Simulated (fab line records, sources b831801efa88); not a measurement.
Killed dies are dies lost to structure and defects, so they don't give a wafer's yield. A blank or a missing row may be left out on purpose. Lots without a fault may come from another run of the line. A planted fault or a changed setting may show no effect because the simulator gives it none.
fab line records | flow gf180mcu
record lots=5 wafers=15 last_day=34
route steps=602 shown M3@422 V3@429 M4@456
lots that met no fault: from a run of the same line without faults
start_h: hours from the record's first day to the start of the lot's first wafer shown | wait_h: hours since the lot's step before | " the same as in the row above | L1.1+2: a row that stands for several wafers | - no value, or no start given | * or withheld: withheld | < > ~ a bound
route shown NAME@n: a module of which the file shows steps, and the number in the route of the first | usual: mean/standard deviation of fault-free wafers | same: alike in all rows | chamber/n: place in a boat | sites: the reading at each site | _std_site: their standard deviation | _edge_site: outer sites' mean less inner sites' | radius_mm: how far each site lies from the wafer's centre | mask NAME#n: copy n | behind: the tool/chamber that last shaped the wafer | hold: why the lot was held/for how many hours/how that ended | device: the transistor (n, p or np) that didn't switch | end of line: the same wafers' tests at the end of the route | a step without rows: its recipe alone | killed: dies lost to structure and defects at the first sort, not the wafer's yield | map: a wafer's dies, x killed, . not, _ none there
set.NAME: the setting as run; set.NAME@STEP: as run at that earlier step | model.NAME: the simulator's own value behind a step, which no gauge read
lots at some steps of the route; a table a step, a row a wafer
services: from which hour (start_h, from the record's first day; less than 0 if before it) a tool's chamber was out of use, for how many hours, and why
## steps
# step GF_M3_DEVELOP_13
# recipe develop_time_s=60 dev_temp_c=21
# columns lot.wafer tool chamber start_h wait_h
L075.2+3+4 litho_track-01 0 498.13 0.2
L077.4+5+6 litho_track-01 0 515.53 0.1
L079.1+4+6 litho_track-03 0 533.31 0.2
L081.3+4+5 litho_track-01 0 550.21 0.1
L096.1+3+6 litho_track-03 0 660.41 0.2
# step GF_M3_CD_MEAS_14
# recipe target_cd_nm=280
# usual cd_nm=279.8/1
# columns lot.wafer tool chamber start_h wait_h cd_nm
L075.2 cd_sem-02 - 498.28 0.1 280.7
L075.3 " - " " 281.2
L075.4 " - " " 280.4
L077.4 cd_sem-01 - 515.67 0.1 280.4
L077.5 " - " " 281.6
L077.6 " - " " 281.4
L079.1 cd_sem-01 - 533.46 0.1 279.2
L079.4 " - " " 280.2
L079.6 " - " " 279.5
L081.3 cd_sem-01 - 550.35 0.1 279.3
L081.4 " - " " 279.8
L081.5 " - " " 278.0
L096.1 cd_sem-02 - 660.56 0.1 280.8
L096.3 " - " " 279.9
L096.6 " - " " 280.8
# step GF_M3_OVL_MEAS_15
# usual M3_OVL=1/5.6
# columns lot.wafer tool chamber start_h wait_h M3_OVL[nm]
L075.2 overlay-02 - 498.39 0.1 6
L075.3 " - " " 0
L075.4 " - " " 16
L077.4 overlay-02 - 515.75 0.1 -6
L077.5 " - " " 5
L077.6 " - " " -4
L079.1 overlay-01 - 533.58 0.1 14
L079.4 " - " " 2
L079.6 " - " " 3
L081.3 overlay-02 - 550.44 0.1 -5
L081.4 " - " " -2
L081.5 " - " " -8
L096.1 overlay-02 - 660.68 0.1 -1
L096.3 " - " " -6
L096.6 " - " " 3
# step GF_M3_METAL_ETCH_16
# recipe chemistry=Cl2/BCl3 mask_material=KrF target_depth_nm=627.5 stop_on=SiO2 pressure_mtorr=8 icp_w=800 bias_w=140 Cl2_flow_sccm=80 bcl3_flow_sccm=40 time_s=104.6
# usual drypump_motor_current_A=5.7/0.53 oes_product_au=0.970/0.0063 throttle_valve_pct=28.251/0.01
# columns lot.wafer tool chamber start_h wait_h drypump_motor_current_A oes_product_au rf_hours_counter_h throttle_valve_pct
L075.2 rie_metal-02 0 498.42 0.0 4.9 0.966 7 28.250
L075.3 " 1 " " 6.2 0.973 - 28.247
L075.4 " 0 " " 4.9 0.965 - 28.252
L077.4 rie_metal-01 1 515.80 0.0 5.6 0.967 - 28.261
L077.5 " 0 " " 5.2 0.966 - 28.239
L077.6 " 1 " " 5.5 0.954 - 28.260
L079.1 rie_metal-04 1 533.62 0.0 6.1 0.964 10 28.271
L079.4 " 0 " " 5.8 0.972 - 28.261
L079.6 " 1 " " 6.2 0.971 - 28.262
L081.3 rie_metal-02 0 550.51 0.1 4.8 0.977 - 28.231
L081.4 " 1 " " 6.2 0.982 - 28.243
L081.5 " 0 " " 4.9 0.973 - 28.240
L096.1 rie_metal-04 1 660.72 0.0 6.2 0.970 0 28.242
L096.3 " 1 " " 6.2 0.966 - 28.249
L096.6 " 1 " " 6.2 0.969 - 28.249
# step GF_M3_STRIP_17
# recipe chemistry=O2/N2 power_w=1400 pressure_mtorr=1500 platen_temp_c=250 o2_flow_sccm=3000 n2_flow_sccm=300 overash_fraction=0.5
# usual drypump_motor_current_A=5.7/0.45 heater_power_w=353/36 oes_product_au=0.557/0.0048 platen_temp_c=249.99/0.18 strip_time_to_endpoint_s=7.86/0.041
# columns lot.wafer tool chamber start_h wait_h drypump_motor_current_A heater_power_w oes_product_au platen_temp_c rf_hours_counter_h strip_time_to_endpoint_s
L075.2 plasma_asher-03 1 498.53 0.1 6.3 405 0.550 250.25 41 7.88
L075.3 " 0 " " 5.3 333 0.559 249.91 - 7.89
L075.4 " 1 " " 6.3 402 0.557 249.98 - 7.86
L077.4 plasma_asher-03 0 515.91 0.1 5.3 343 0.553 249.96 - 7.90
L077.5 " 1 " " 6.3 400 0.555 249.82 - 7.91
L077.6 " 0 " " 5.3 332 0.558 250.04 - 7.90
L079.1 plasma_asher-03 1 533.73 0.1 6.3 388 0.546 249.66 44 7.88
L079.4 " 0 " " 5.3 334 0.560 250.15 - 7.82
L079.6 " 0 " " 5.3 335 0.558 250.04 - 7.87
L081.3 plasma_asher-03 0 550.65 0.1 5.3 332 0.557 249.66 - 7.87
L081.4 " 1 " " 6.3 405 0.562 250.12 - 7.88
L081.5 " 0 " " 5.3 338 0.566 249.92 - 7.88
L096.1 plasma_asher-03 0 660.83 0.1 5.3 347 0.560 250.03 57 7.81
L096.3 " 1 " " 6.3 402 0.554 250.26 - 7.83
L096.6 " 0 " " 5.3 344 0.555 249.84 - 7.82
# step GF_M3_STRIP_18
# recipe chemistry=post_etch_residue_remover time_s=1200 temp_c=72.5
# usual bath_heat_duty_pct=14.1/1.2
# columns lot.wafer tool chamber start_h wait_h bath_heat_duty_pct
L075.2 wet_bench-03 1 498.63 0.1 13.7
L075.3 " 1 " " 13.6
L075.4 " 1 " " 13.9
L077.4 wet_bench-02 2 515.98 0.0 14.3
L077.5 " 2 " " 13.7
L077.6 " 2 " " 15.3
L079.1 wet_bench-01 1 533.83 0.1 15.0
L079.4 " 1 " " 14.5
L079.6 " 1 " " 15.4
L081.3 wet_bench-02 2 550.71 0.0 15.9
L081.4 " 2 " " 13.2
L081.5 " 2 " " 14.9
L096.1 wet_bench-02 1 660.93 0.1 15.2
L096.3 " 1 " " 15.5
L096.6 " 1 " " 16.9
# step GF_M3_CLEAN_19
# recipe chemistry=DIW dry=n2_spin
# columns lot.wafer tool chamber start_h wait_h
L075.2+3+4 wet_bench-01 1 498.97 0.0
L077.4+5+6 wet_bench-01 2 516.32 0.0
L079.1+4+6 wet_bench-03 0 534.20 0.0
L081.3+4+5 wet_bench-03 2 551.06 0.0
L096.1+3+6 wet_bench-03 3 661.27 0.0
# step GF_V3_CVD_00
# recipe material=SiO2 target_thk_nm=600 sigma_open_frac=0.3 temp_c=400 time_s=100 sih4_flow_sccm=60 pressure_mtorr=6
# usual sih4_flow_sccm=60.00/0.16
# columns lot.wafer tool chamber start_h wait_h sih4_flow_sccm
L075.2 hdpcvd-01 2 499.06 0.0 60.06
L075.3 " 1 " " 59.96
L075.4 " 1 " " 60.01
L077.4 hdpcvd-01 0 516.45 0.0 60.08
L077.5 " 2 " " 60.27
L077.6 " 1 " " 59.81
L079.1 hdpcvd-02 1 534.30 0.0 59.90
L079.4 " 0 " " 59.97
L079.6 " 0 " " 59.87
L081.3 hdpcvd-02 1 551.15 0.0 59.96
L081.4 " 0 " " 59.91
L081.5 " 2 " " 59.75
L096.1 hdpcvd-01 1 661.37 0.0 60.23
L096.3 " 2 " " 59.91
L096.6 " 0 " " 60.06
# step GF_V3_THK_MEAS_01
# recipe reads=SiO2_of_V3_CVD_00
# usual V3_CVD_00_THK=603/6.4
# columns lot.wafer tool chamber start_h wait_h V3_CVD_00_THK[nm]
L075.2 film_metro-02 - 499.14 0.0 603
L075.3 " - " " 593
L075.4 " - " " 596
L077.4 film_metro-02 - 516.52 0.0 610
L077.5 " - " " 609
L077.6 " - " " 608
L079.1 film_metro-02 - 534.40 0.1 599
L079.4 " - " " 598
L079.6 " - " " 598
L081.3 film_metro-04 - 551.24 0.1 599
L081.4 " - " " 599
L081.5 " - " " 594
L096.1 film_metro-04 - 661.44 0.0 598
L096.3 " - " " 593
L096.6 " - " " 600
# step GF_V3_CVD_02
# recipe material=SiO2 target_thk_nm=850 precursor=TEOS temp_c=400 time_s=94.851 rf_w=600
# usual heater_power_w=639/110
# columns lot.wafer tool chamber start_h wait_h heater_power_w
L075.2 pecvd-04 2 499.19 0.0 718
L075.3 " 0 " " 755
L075.4 " 2 " " 776
L077.4 pecvd-02 2 516.58 0.1 489
L077.5 " 1 " " 835
L077.6 " 0 " " 650
L079.1 pecvd-02 0 534.46 0.1 591
L079.4 " 2 " " 612
L079.6 " 0 " " 651
L081.3 pecvd-02 1 551.28 0.0 813
L081.4 " 2 " " 494
L081.5 " 0 " " 514
L096.1 pecvd-01 1 661.50 0.1 539
L096.3 " 2 " " 578
L096.6 " 2 " " 594
# step GF_V3_THK_MEAS_03
# recipe reads=SiO2_of_V3_CVD_02
# usual V3_CVD_02_THK=849/13
# columns lot.wafer tool chamber start_h wait_h V3_CVD_02_THK[nm]
L075.2 film_metro-02 - 499.27 0.0 838
L075.3 " - " " 844
L075.4 " - " " 856
L077.4 film_metro-04 - 516.64 0.0 850
L077.5 " - " " 856
L077.6 " - " " 856
L079.1 film_metro-04 - 534.53 0.0 849
L079.4 " - " " 858
L079.6 " - " " 867
L081.3 film_metro-02 - 551.37 0.1 848
L081.4 " - " " 843
L081.5 " - " " 872
L096.1 film_metro-02 - 661.57 0.0 826
L096.3 " - " " 827
L096.6 " - " " 845
# step GF_V3_CMP_04
# recipe material=SiO2 down_force_psi=4 platen_rpm=60 pad_velocity_m_s=0.94248
# usual edge_zone_pressure_frac=1.000/0.0049 motor_current_A=12.0/1.6 platen_rpm=60.00/0.04 time_to_endpoint_s=81/6
# columns lot.wafer tool chamber start_h wait_h edge_zone_pressure_frac motor_current_A platen_rpm time_to_endpoint_s
L075.2 cmp-01 2 499.32 0.0 1.003 11.6 59.99 79
L075.4 " 0 " " 1.000 10.5 59.96 85
L075.3 " 1 " " 1.001 12.8 60.02 84
L077.4 cmp-02 1 516.77 0.1 1.001 14.5 59.89 86
L077.6 " 3 " " 0.997 14.2 60.05 89
L077.5 " 0 " " 1.002 9.5 60.07 89
L079.4 cmp-02 0 534.59 0.0 0.990 10.1 59.96 82
L079.1 " 2 " " 0.999 10.7 59.97 78
L079.6 " 0 " " 0.998 9.5 60.07 85
L081.3 cmp-02 0 551.46 0.1 0.997 9.6 60.03 85
L081.4 " 1 " " 1.007 14.6 60.07 79
L081.5 " 0 " " 0.997 9.8 59.95 94
L096.1 cmp-02 0 661.63 0.1 1.000 9.8 59.96 77
L096.3 " 2 " " 1.002 10.3 60.05 72
L096.6 " 1 " " 0.998 13.6 60.01 80
# step GF_V3_BOW_MEAS_05
# recipe mode=bow
# usual V3_BOW=118/10
# columns lot.wafer tool chamber start_h wait_h V3_BOW[um]
L075.2 film_metro-02 - 499.64 0.3 120
L075.3 " - " " 107
L075.4 " - " " 109
L077.4 film_metro-04 - 517.03 0.2 126
L077.5 " - " " 126
L077.6 " - " " 127
L079.1 film_metro-03 - 534.89 0.1 118
L079.4 " - " " 123
L079.6 " - " " 123
L081.3 film_metro-02 - 551.75 0.2 118
L081.4 " - " " 118
L081.5 " - " " 114
L096.1 film_metro-03 - 661.93 0.2 120
L096.3 " - " " 126
L096.6 " - " " 114
# step GF_V3_DEHYDRATE_06
# recipe temp_c=200 time_s=60
# usual heater_power_total_W=160.38/0.13
# columns lot.wafer tool chamber start_h wait_h heater_power_total_W
L075.2 litho_track-02 0 510.92 11.3 160.15
L075.3 " 0 " " 160.37
L075.4 " 0 " " 160.58
L077.4 litho_track-01 0 527.48 10.4 160.48
L077.5 " 0 " " 160.22
L077.6 " 0 " " 160.51
L079.1 litho_track-01 0 545.46 10.5 160.57
L079.4 " 0 " " 160.15
L079.6 " 0 " " 160.14
L081.3 litho_track-02 0 562.79 11.0 160.40
L081.4 " 0 " " 160.42
L081.5 " 0 " " 160.54
L096.1 litho_track-02 0 671.34 9.4 160.28
L096.3 " 0 " " 160.39
L096.6 " 0 " " 160.41
# step GF_V3_HMDS_07
# recipe prime_time_s=60 prime_temp_c=120
# columns lot.wafer tool chamber start_h wait_h
L075.2+3+4 litho_track-02 0 511.07 0.1
L077.4+5+6 litho_track-01 0 527.63 0.1
L079.1+4+6 litho_track-01 0 545.61 0.1
L081.3+4+5 litho_track-02 0 562.94 0.1
L096.1+3+6 litho_track-02 0 671.49 0.1
# step GF_V3_COAT_08
# recipe resist=BARC temp_c=withheld time_s=withheld spin_rpm=withheld resist_thk_nm=withheld
# columns lot.wafer tool chamber start_h wait_h
L075.2+3+4 litho_track-02 0 511.22 0.1
L077.4+5+6 litho_track-01 0 527.78 0.1
L079.1+4+6 litho_track-01 0 545.76 0.1
L081.3+4+5 litho_track-02 0 563.09 0.1
L096.1+3+6 litho_track-02 0 671.64 0.1
# step GF_V3_COAT_09
# recipe resist=KrF spin_rpm=withheld resist_thk_nm=1000
# columns lot.wafer tool chamber start_h wait_h
L075.2+3+4 litho_track-02 0 - -
L077.4+5+6 litho_track-01 0 - -
L079.1+4+6 litho_track-01 0 - -
L081.3+4+5 litho_track-02 0 - -
L096.1+3+6 litho_track-02 0 - -
# step GF_V3_SOFTBAKE_10
# recipe temp_c=130 time_s=60 resist=KrF
# usual heater_power_total_W=93.05/0.057
# columns lot.wafer tool chamber start_h wait_h heater_power_total_W
L075.2 litho_track-02 0 - - 93.05
L075.3 " 0 " " 93.08
L075.4 " 0 " " 92.98
L077.4 litho_track-01 0 - - 93.00
L077.5 " 0 " " 92.97
L077.6 " 0 " " 92.99
L079.1 litho_track-01 0 - - 93.02
L079.4 " 0 " " 93.09
L079.6 " 0 " " 93.08
L081.3 litho_track-02 0 - - 93.09
L081.4 " 0 " " 93.05
L081.5 " 0 " " 93.01
L096.1 litho_track-02 0 - - 92.96
L096.3 " 0 " " 93.10
L096.6 " 0 " " 93.08
# step GF_V3_EXPOSE_11
# recipe mask_id=Via3 target_cd_nm=260 na=0.68 source_shape=conventional sigma_outer=0.6 dose_mj=38
# columns lot.wafer tool chamber start_h wait_h mask
L075.2+3+4 krf_scanner-02 0 - - Via3#0
L077.4+5+6 krf_scanner-01 0 - - Via3#0
L079.1+4+6 krf_scanner-01 0 - - Via3#0
L081.3+4+5 krf_scanner-02 0 - - Via3#0
L096.1+3+6 krf_scanner-02 0 - - Via3#0
# step GF_V3_PEB_12
# recipe peb_temp_c=135 peb_time_s=90 resist=KrF
# usual heater_power_total_W=85.70/0.083
# columns lot.wafer tool chamber start_h wait_h heater_power_total_W
L075.2 litho_track-01 0 - - 85.62
L075.3 " 0 " " 85.71
L075.4 " 0 " " 85.61
L077.4 litho_track-04 0 - - 85.78
L077.5 " 0 " " 85.79
L077.6 " 0 " " 85.81
L079.1 litho_track-02 0 - - 85.82
L079.4 " 0 " " 85.62
L079.6 " 0 " " 85.75
L081.3 litho_track-02 0 - - 85.67
L081.4 " 0 " " 85.74
L081.5 " 0 " " 85.83
L096.1 litho_track-04 0 - - 85.62
L096.3 " 0 " " 85.83
L096.6 " 0 " " 85.68
# step GF_V3_DEVELOP_13
# recipe develop_time_s=60 resist=KrF dev_temp_c=21
# columns lot.wafer tool chamber start_h wait_h
L075.2+3+4 litho_track-01 0 523.18 0.2
L077.4+5+6 litho_track-04 0 539.52 0.1
L079.1+4+6 litho_track-02 0 557.29 0.2
L081.3+4+5 litho_track-02 0 573.94 0.1
L096.1+3+6 litho_track-04 0 681.35 0.2
# step GF_V3_CD_MEAS_14
# recipe target_cd_nm=260
# usual cd_nm=260.0/1.3
# columns lot.wafer tool chamber start_h wait_h cd_nm
L075.2 cd_sem-01 - 523.33 0.1 261.0
L075.3 " - " " 260.1
L075.4 " - " " 260.0
L077.4 cd_sem-01 - 539.66 0.1 259.0
L077.5 " - " " 259.7
L077.6 " - " " 260.0
L079.1 cd_sem-02 - 557.44 0.1 262.9
L079.4 " - " " 260.7
L079.6 " - " " 263.2
L081.3 cd_sem-02 - 574.08 0.1 258.9
L081.4 " - " " 260.2
L081.5 " - " " 259.4
L096.1 cd_sem-01 - 681.50 0.1 260.2
L096.3 " - " " 259.8
L096.6 " - " " 260.7
# step GF_V3_OVL_MEAS_15
# usual V3_OVL=0/5.6
# columns lot.wafer tool chamber start_h wait_h V3_OVL[nm]
L075.2 overlay-02 - 523.44 0.1 -9
L075.3 " - " " -4
L075.4 " - " " -5
L077.4 overlay-01 - 539.74 0.1 1
L077.5 " - " " 1
L077.6 " - " " 8
L079.1 overlay-02 - 557.56 0.1 7
L079.4 " - " " 9
L079.6 " - " " 12
L081.3 overlay-01 - 574.17 0.1 -14
L081.4 " - " " 3
L081.5 " - " " -14
L096.1 overlay-02 - 681.62 0.1 -9
L096.3 " - " " -1
L096.6 " - " " -3
# step GF_V3_ETCH_16
# recipe chemistry=N2/H2 target_depth_a=withheld overetch_a=withheld time_s=withheld target=BARC ion_energy_ev=200 source_w=500 bias_w=100 pressure_mtorr=30 n2_flow_sccm=100 h2_flow_sccm=200
# usual drypump_motor_current_A=5.8/0.64 oes_product_au=0.855/0.0049 throttle_valve_pct=13.225/0.0092
# columns lot.wafer tool chamber start_h wait_h drypump_motor_current_A oes_product_au throttle_valve_pct
L075.2 rie_diel-01 2 523.47 0.0 6.2 0.858 13.219
L075.3 " 0 " " 5.4 0.854 13.228
L075.4 " 1 " " 5.4 0.857 13.213
L077.4 rie_diel-01 0 539.75 0.0 5.4 0.855 13.231
L077.5 " 3 " " 6.5 0.861 13.228
L077.6 " 2 " " 6.2 0.859 13.219
L079.1 rie_diel-03 0 557.60 0.0 6.6 0.851 13.240
L079.4 " 0 " " 6.7 0.859 13.238
L079.6 " 1 " " 6.7 0.852 13.231
L081.3 rie_diel-02 1 574.20 0.0 4.7 0.852 13.208
L081.4 " 3 " " 5.7 0.853 13.230
L081.5 " 0 " " 5.7 0.860 13.236
L096.1 rie_diel-01 3 681.65 0.0 6.6 0.851 13.222
L096.3 " 0 " " 5.4 0.843 13.229
L096.6 " 2 " " 6.2 0.859 13.223
# step GF_V3_ETCH_17
# recipe chemistry=C4F8/O2/Ar mask_material=KrF target=SiO2 stop_on=TiN source_w=1500 bias_w=1200 pressure_mtorr=40 c4f8_flow_sccm=withheld O2_flow_sccm=6 Ar_flow_sccm=300 time_s=withheld target_depth_a=6350
# usual oes_product_au=0.856/0.0047
# columns lot.wafer tool chamber start_h wait_h oes_product_au
L075.2 rie_diel-01 2 - - 0.855
L075.3 " 0 " " 0.858
L075.4 " 1 " " 0.858
L077.4 rie_diel-01 0 - - 0.860
L077.5 " 3 " " 0.849
L077.6 " 2 " " 0.852
L079.1 rie_diel-03 0 - - 0.846
L079.4 " 0 " " 0.854
L079.6 " 1 " " 0.862
L081.3 rie_diel-02 1 - - 0.863
L081.4 " 3 " " 0.850
L081.5 " 0 " " 0.857
L096.1 rie_diel-01 3 - - 0.849
L096.3 " 0 " " 0.864
L096.6 " 2 " " 0.854
# step GF_V3_STRIP_18
# recipe chemistry=O2/N2 power_w=1400 pressure_mtorr=1500 platen_temp_c=250 o2_flow_sccm=3000 n2_flow_sccm=300 overash_fraction=0.5
# usual drypump_motor_current_A=5.8/0.33 heater_power_w=340/40 oes_product_au=0.592/0.0049 platen_temp_c=249.97/0.2
# columns lot.wafer tool chamber start_h wait_h drypump_motor_current_A heater_power_w oes_product_au platen_temp_c rf_hours_counter_h
L075.2 plasma_asher-02 1 523.59 - 6.0 336 0.586 249.92 88
L075.3 " 1 " " 6.0 339 0.596 249.77 -
L075.4 " 0 " " 6.0 287 0.598 250.08 -
L077.4 plasma_asher-01 1 539.92 - 5.7 302 0.596 250.21 -
L077.5 " 0 " " 5.5 377 0.589 249.78 -
L077.6 " 1 " " 5.7 310 0.588 250.08 -
L079.1 plasma_asher-03 1 557.73 - 6.3 398 0.597 249.81 46
L079.4 " 1 " " 6.3 401 0.592 249.76 -
L079.6 " 1 " " 6.3 412 0.588 249.59 -
L081.3 plasma_asher-03 1 574.36 - 6.3 412 0.598 250.06 -
L081.4 " 0 " " 5.3 342 0.600 250.02 -
L081.5 " 1 " " 6.3 409 0.588 249.97 -
L096.1 plasma_asher-02 0 681.78 - 6.0 283 0.597 249.88 103
L096.3 " 1 " " 6.0 347 0.589 250.22 -
L096.6 " 0 " " 6.0 283 0.596 249.96 -
# step GF_V3_STRIP_19
# recipe chemistry=post_etch_residue_remover time_s=1200 temp_c=72.5
# usual bath_heat_duty_pct=14.7/1.2
# columns lot.wafer tool chamber start_h wait_h bath_heat_duty_pct
L075.2 wet_bench-04 0 523.69 0.1 14.9
L075.3 " 0 " " 13.0
L075.4 " 0 " " 14.5
L077.4 wet_bench-02 2 539.98 0.0 15.4
L077.5 " 2 " " 14.5
L077.6 " 2 " " 14.1
L079.1 wet_bench-04 2 557.83 0.1 14.5
L079.4 " 2 " " 13.8
L079.6 " 2 " " 13.2
L081.3 wet_bench-02 2 574.43 0.0 13.6
L081.4 " 2 " " 14.9
L081.5 " 2 " " 14.2
L096.1 wet_bench-01 0 681.88 0.1 12.2
L096.3 " 0 " " 12.5
L096.6 " 0 " " 13.2
# step GF_V3_CLEAN_20
# recipe chemistry=DIW dry=n2_spin
# columns lot.wafer tool chamber start_h wait_h
L075.2+3+4 wet_bench-02 0 524.04 0.0
L077.4+5+6 wet_bench-01 2 540.32 0.0
L079.1+4+6 wet_bench-02 3 558.20 0.0
L081.3+4+5 wet_bench-01 0 574.77 0.0
L096.1+3+6 wet_bench-02 3 682.25 0.0
# step GF_V3_SPUTTER_21
# recipe material=Ti target_thk_nm=15 chamber_pressure_pa=5 power_w=2500 substrate_temp_c=200 time_s=80.02
# usual throttle_valve_pct=29.8/1.1
# columns lot.wafer tool chamber start_h wait_h throttle_valve_pct
L075.2 pvd_sputter-03 - 524.13 0.0 30.2
L075.3 " - " " 29.2
L075.4 " - " " 28.0
L077.4 pvd_sputter-02 - 540.42 0.0 31.1
L077.5 " - " " 29.6
L077.6 " - " " 30.3
L079.1 pvd_sputter-03 - 558.29 0.0 30.5
L079.4 " - " " 28.2
L079.6 " - " " 28.5
L081.3 pvd_sputter-03 - 574.86 0.0 30.3
L081.4 " - " " 28.2
L081.5 " - " " 28.2
L096.1 pvd_sputter-04 - 682.35 0.0 30.7
L096.3 " - " " 29.5
L096.6 " - " " 30.1
# step GF_V3_SPUTTER_22
# recipe material=TiN target_thk_nm=10 chamber_pressure_pa=5 power_w=4000 time_s=40
# usual throttle_valve_pct=29.8/1.1
# columns lot.wafer tool chamber start_h wait_h throttle_valve_pct
L075.2 pvd_sputter-03 - 524.19 0.0 30.4
L075.3 " - " " 29.2
L075.4 " - " " 27.9
L077.4 pvd_sputter-02 - 540.48 0.0 31.0
L077.5 " - " " 29.7
L077.6 " - " " 30.6
L079.1 pvd_sputter-03 - 558.35 0.0 30.4
L079.4 " - " " 28.3
L079.6 " - " " 28.5
L081.3 pvd_sputter-03 - 574.92 0.0 30.4
L081.4 " - " " 28.5
L081.5 " - " " 28.2
L096.1 pvd_sputter-04 - 682.41 0.0 31.0
L096.3 " - " " 29.8
L096.6 " - " " 29.8
# step GF_V3_CVD_23
# recipe material=W target_thk_nm=350 time_s=104.9 temp_c=400 pressure_torr=40
# usual heater_power_w=904/88
# columns lot.wafer tool chamber start_h wait_h heater_power_w
L075.2 cvd_w-01 1 524.23 0.0 911
L075.3 " 0 " " 811
L075.4 " 1 " " 916
L077.4 cvd_w-01 1 540.55 0.1 923
L077.5 " 1 " " 920
L077.6 " 0 " " 797
L079.1 cvd_w-02 1 558.39 0.0 857
L079.4 " 0 " " 1062
L079.6 " 0 " " 1047
L081.3 cvd_w-01 0 575.01 0.1 794
L081.4 " 1 " " 932
L081.5 " 0 " " 819
L096.1 cvd_w-02 1 682.45 0.0 858
L096.3 " 1 " " 866
L096.6 " 1 " " 873
# step GF_V3_RS_MEAS_24
# recipe thk_meas_gauge=four-point-probe reads=W_of_V3_CVD_23+TiN_of_V3_SPUTTER_22+Ti_of_V3_SPUTTER_21
# usual V3_W_RS=0.326/0.0046
# columns lot.wafer tool chamber start_h wait_h V3_W_RS[ohm/sq]
L075.2 film_metro-02 - 524.36 0.1 0.331
L075.3 " - " " 0.334
L075.4 " - " " 0.324
L077.4 film_metro-03 - 540.69 0.1 0.326
L077.5 " - " " 0.324
L077.6 " - " " 0.328
L079.1 film_metro-04 - 558.50 0.1 0.326
L079.4 " - " " 0.331
L079.6 " - " " 0.331
L081.3 film_metro-03 - 575.12 0.1 0.331
L081.4 " - " " 0.328
L081.5 " - " " 0.330
L096.1 film_metro-03 - 682.56 0.1 0.316
L096.3 " - " " 0.319
L096.6 " - " " 0.323
# step GF_V3_THK_MEAS_25
# recipe thk_meas_gauge=xrf reads=W_of_V3_CVD_23
# usual V3_W_THK=344/6.1
# columns lot.wafer tool chamber start_h wait_h V3_W_THK[nm]
L075.2 film_metro-02 - 524.47 0.1 339
L075.3 " - " " 336
L075.4 " - " " 345
L077.4 film_metro-03 - 540.78 0.1 342
L077.5 " - " " 346
L077.6 " - " " 342
L079.1 film_metro-04 - 558.62 0.1 351
L079.4 " - " " 346
L079.6 " - " " 348
L081.3 film_metro-03 - 575.22 0.1 337
L081.4 " - " " 340
L081.5 " - " " 338
L096.1 film_metro-03 - 682.68 0.1 353
L096.3 " - " " 350
L096.6 " - " " 348
# step GF_V3_CMP_26
# recipe stop_on=SiO2 down_force_psi=3.5 platen_rpm=60 t_overpolish_s=15 target_thk_nm=0 pad_velocity_m_s=0.94248
# usual edge_zone_pressure_frac=1.000/0.005 motor_current_A=11.1/1.6 overpolish_run_s=14.999/0.0093 platen_rpm=60.00/0.037 time_to_endpoint_s=85.4/2.8
# columns lot.wafer tool chamber start_h wait_h edge_zone_pressure_frac motor_current_A overpolish_run_s platen_rpm time_to_endpoint_s
L075.3 cmp-01 2 524.57 0.1 1.008 10.7 15.003 60.03 82.4
L075.2 " 3 " " 0.996 12.4 14.977 60.03 88.2
L075.4 " 0 " " 1.000 9.6 15.014 59.97 91.3
L077.4 cmp-01 0 540.91 0.1 1.000 9.0 15.002 60.02 88.5
L077.5 " 2 " " 1.000 10.5 14.982 59.97 82.1
L077.6 " 3 " " 1.002 12.1 14.997 59.98 87.5
L079.1 cmp-02 2 558.68 0.1 1.002 9.7 14.996 60.00 85.6
L079.4 " 0 " " 1.001 8.7 15.005 60.07 87.0
L079.6 " 2 " " 0.999 9.8 14.997 60.00 84.0
L081.4 cmp-02 1 575.45 0.2 1.005 13.6 14.980 60.01 80.7
L081.3 " 2 " " 1.000 9.9 14.997 60.03 82.0
L081.5 " 2 " " 0.996 10.3 14.997 60.04 84.9
L096.3 cmp-02 2 682.74 0.0 0.994 9.4 14.996 60.04 88.8
L096.1 " 3 " " 1.000 12.2 15.003 59.97 90.4
L096.6 " 3 " " 1.000 13.2 15.024 59.95 87.9
# step GF_M4_SPUTTER_00
# recipe material=Ti target_thk_nm=37.5 arriving_ion_energy_ev=80 substrate_temp_c=200 chamber_pressure_pa=2 power_w=4000 time_s=150
# usual throttle_valve_pct=30.3/0.76
# columns lot.wafer tool chamber start_h wait_h throttle_valve_pct
L075.2 pvd_sputter-01 - 524.82 0.1 30.6
L075.3 " - " " 29.3
L075.4 " - " " 30.9
L077.4 pvd_sputter-01 - 541.11 0.1 30.5
L077.5 " - " " 28.9
L077.6 " - " " 30.8
L079.1 pvd_sputter-01 - 558.98 0.2 30.2
L079.4 " - " " 29.0
L079.6 " - " " 30.6
L081.3 pvd_sputter-04 - 575.75 0.2 30.7
L081.4 " - " " 30.8
L081.5 " - " " 31.0
L096.1 pvd_sputter-04 - 683.04 0.2 30.9
L096.3 " - " " 30.1
L096.6 " - " " 30.6
# step GF_M4_SPUTTER_01
# recipe material=TiN target_thk_nm=30 power_w=6500 time_s=25 chamber_pressure_pa=0.4
# usual throttle_valve_pct=30.3/0.78
# columns lot.wafer tool chamber start_h wait_h throttle_valve_pct
L075.2 pvd_sputter-01 - 524.92 0.1 30.3
L075.3 " - " " 29.6
L075.4 " - " " 30.8
L077.4 pvd_sputter-01 - 541.21 0.1 30.6
L077.5 " - " " 28.8
L077.6 " - " " 30.6
L079.1 pvd_sputter-01 - 559.08 0.1 30.7
L079.4 " - " " 28.6
L079.6 " - " " 30.6
L081.3 pvd_sputter-04 - 575.85 0.1 30.5
L081.4 " - " " 31.1
L081.5 " - " " 31.1
L096.1 pvd_sputter-04 - 683.14 0.1 30.8
L096.3 " - " " 29.8
L096.6 " - " " 30.6
## services
# columns tool chamber start_h hours kind
pecvd-02 2 475.02 9.4 repair
pecvd-02 0 484.15 3.8 repair
hdpcvd-01 - 484.84 2.8 pm
cvd_w-01 - 490.49 1.4 repair
krf_scanner-02 - 490.51 3.5 repair
krf_scanner-02 - 498.37 1.3 pm
rie_diel-01 - 499.38 13.1 repair
cmp-02 - 509.93 1.9 repair
krf_scanner-02 - 516.72 0.5 repair
wet_bench-01 - 517.60 0.7 repair
plasma_asher-03 - 521.65 10.7 repair
cmp-01 - 532.75 1.4 repair
cmp-01 - 534.11 6.3 pm
pecvd-02 - 535.90 5.5 pm
krf_scanner-02 - 537.89 3.6 repair
plasma_asher-03 - 558.90 1.9 repair
pvd_sputter-01 - 579.50 1.1 repair
plasma_asher-03 - 579.69 0.8 repair
cmp-02 - 588.98 0.3 repair
cmp-02 - 610.08 6.6 pm
wet_bench-02 - 613.70 5.0 repair
wet_bench-03 - 652.73 1.2 repair
cmp-02 - 653.12 2.2 repair
rie_diel-01 0 676.42 3.7 repair
## key
fault none
